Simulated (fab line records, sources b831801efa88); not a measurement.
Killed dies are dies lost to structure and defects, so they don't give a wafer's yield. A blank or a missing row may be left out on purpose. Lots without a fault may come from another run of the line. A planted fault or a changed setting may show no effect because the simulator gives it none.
Which tool did it? | flow gf180mcu | 14 lots, 39 wafers sampled, at 3 steps of a route of 602

WHAT THE GAUGES READ, wafer by wafer
GF_VT_IMPLANT_TW_MEAS_10.
lot  | measured     | on            | VT_IMPLANT_TW
L270 | day 5 13:05  | film_metro-01 | 565 565 565
L271 | day 6 01:43  | film_metro-04 | 557 559 559
L272 | day 6 04:37  | film_metro-04 | 560 560 560
L273 | day 6 13:01  | film_metro-04 | 555 557 556
L274 | day 6 16:20  | film_metro-01 | 563 565 562
L280 | day 8 04:43  | film_metro-01 | 30 564
L282 | day 8 19:04  | film_metro-04 | 30 564
L284 | day 9 03:11  | film_metro-01 | 564 30
L286 | day 9 17:50  | film_metro-04 | 563 566 563
L287 | day 9 23:10  | film_metro-01 | 566 566 572
L288 | day 10 11:01 | film_metro-04 | 559 562 561
L289 | day 10 15:48 | film_metro-03 | 564 563 562
L290 | day 10 17:45 | film_metro-04 | 564 560 558
L293 | day 11 15:42 | film_metro-01 | 562 562 559

GF_NSD_CD_MEAS_07: target cd 400 nm.
lot  | measured     | on        | cd_nm (nm)
L270 | day 13 04:16 | cd_sem-01 | 398.8 394.5 396.9
L271 | day 13 20:42 | cd_sem-01 | 398.2 399.6 400.1
L272 | day 14 02:04 | cd_sem-01 | 397.6 400.2 400.4
L273 | day 14 11:05 | cd_sem-02 | 400.7 400.8 399.4
L274 | day 14 20:29 | cd_sem-01 | 399.6 397.5 399.2
L280 | day 16 17:12 | cd_sem-02 | 402.0
L282 | day 17 11:40 | cd_sem-02 | 402.6
L284 | day 18 03:08 | cd_sem-02 | 398.3
L286 | day 18 17:53 | cd_sem-01 | 396.3 395.2 395.7
L287 | day 19 06:22 | cd_sem-02 | 399.1 401.7 400.8
L288 | day 19 18:18 | cd_sem-01 | 395.5 399.1 398.2
L289 | day 20 04:49 | cd_sem-01 | 396.8 399.6 400.3
L290 | day 20 09:16 | cd_sem-02 | 402.5 403.1 404.1
L293 | day 21 06:59 | cd_sem-01 | 401.3 399.8 400.2

WHICH TOOL RAN EACH LOT (tool, then ch and the chambers of the sampled wafers, then the start)
lot  | GF_VT_IMPLANT_DEVELOP_06
L270 | litho_track-01 ch 0, day 5 12:39
L271 | litho_track-02 ch 0, day 6 01:19
L272 | litho_track-03 ch 0, day 6 04:11
L273 | litho_track-03 ch 0, day 6 12:35
L274 | litho_track-01 ch 0, day 6 15:55
L280 | litho_track-03 ch 0, day 8 04:17
L282 | litho_track-03 ch 0, day 8 18:38
L284 | litho_track-03 ch 0, day 9 02:47
L286 | litho_track-01 ch 0, day 9 17:24
L287 | litho_track-02 ch 0, day 9 22:44
L288 | litho_track-02 ch 0, day 10 10:37
L289 | litho_track-02 ch 0, day 10 15:22
L290 | litho_track-02 ch 0, day 10 17:19
L293 | litho_track-01 ch 0, day 11 15:17
- GF_VT_IMPLANT_DEVELOP_06: develop time 60 s.

WHAT THE TOOLS THEMSELVES READ (means of the sampled wafers that have a number; where no wafer has one, the mark that the record gives instead)
GF_VT_IMPLANT_DEVELOP_06.
lot  | tool           | chill_plate_temp_C (C)
L270 | litho_track-01 | 23.06
L271 | litho_track-02 | 22.96
L272 | litho_track-03 | 22.87
L273 | litho_track-03 | 22.97
L274 | litho_track-01 | 22.90
L280 | litho_track-03 | 23.02
L282 | litho_track-03 | 23.14
L284 | litho_track-03 | 23.03
L286 | litho_track-01 | 22.97
L287 | litho_track-02 | 23.01
L288 | litho_track-02 | 23.07
L289 | litho_track-02 | 23.19
L290 | litho_track-02 | 23.05
L293 | litho_track-01 | 23.19

THE ANSWER, worked out from the rows above alone
Rule: what is usual is taken from the lots themselves. Put in order of their means at a reading, lots are off if they are a third of the lots or fewer, leave a main group of 4 or more, and stand apart from it by a gap of 3 or more times the standard deviation of the main group's means; of several such gaps the widest counts. A main group whose means are all the same, to the digits that the tables above print for the reading, isn't used. A lot without any number at a reading at which 4 lots or more have one is off too. The other lots that the step has rows for count as sound. The gauges are gone through in route order, then the tools' own readings, and for those a lot's mean is taken as printed above. The first step at which some lot is off is used, and at that step the reading that is off furthest; a lot without a number counts as furthest.
Off: L280, L282, L284, at GF_VT_IMPLANT_TW_MEAS_10 (VT_IMPLANT_TW). The main group: mean 562, standard deviation 3.2.
A tool fits if, at a process step before that reading, it ran every lot that is off, and no sound lot after the first of them. The gauges at GF_VT_IMPLANT_TW_MEAS_10 are tried like those tools. One fits: litho_track-03 at GF_VT_IMPLANT_DEVELOP_06. Its last sound lot is L273 (day 6 12:35), its first lot that is off L280 (day 8 04:17): a fault that began between those two fits.

WHAT THE SIMULATOR HAD PUT IN
Process parameter drift: litho_track-03, from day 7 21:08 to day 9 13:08, at GF_VT_IMPLANT_DEVELOP_06. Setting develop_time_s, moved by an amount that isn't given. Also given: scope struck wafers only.
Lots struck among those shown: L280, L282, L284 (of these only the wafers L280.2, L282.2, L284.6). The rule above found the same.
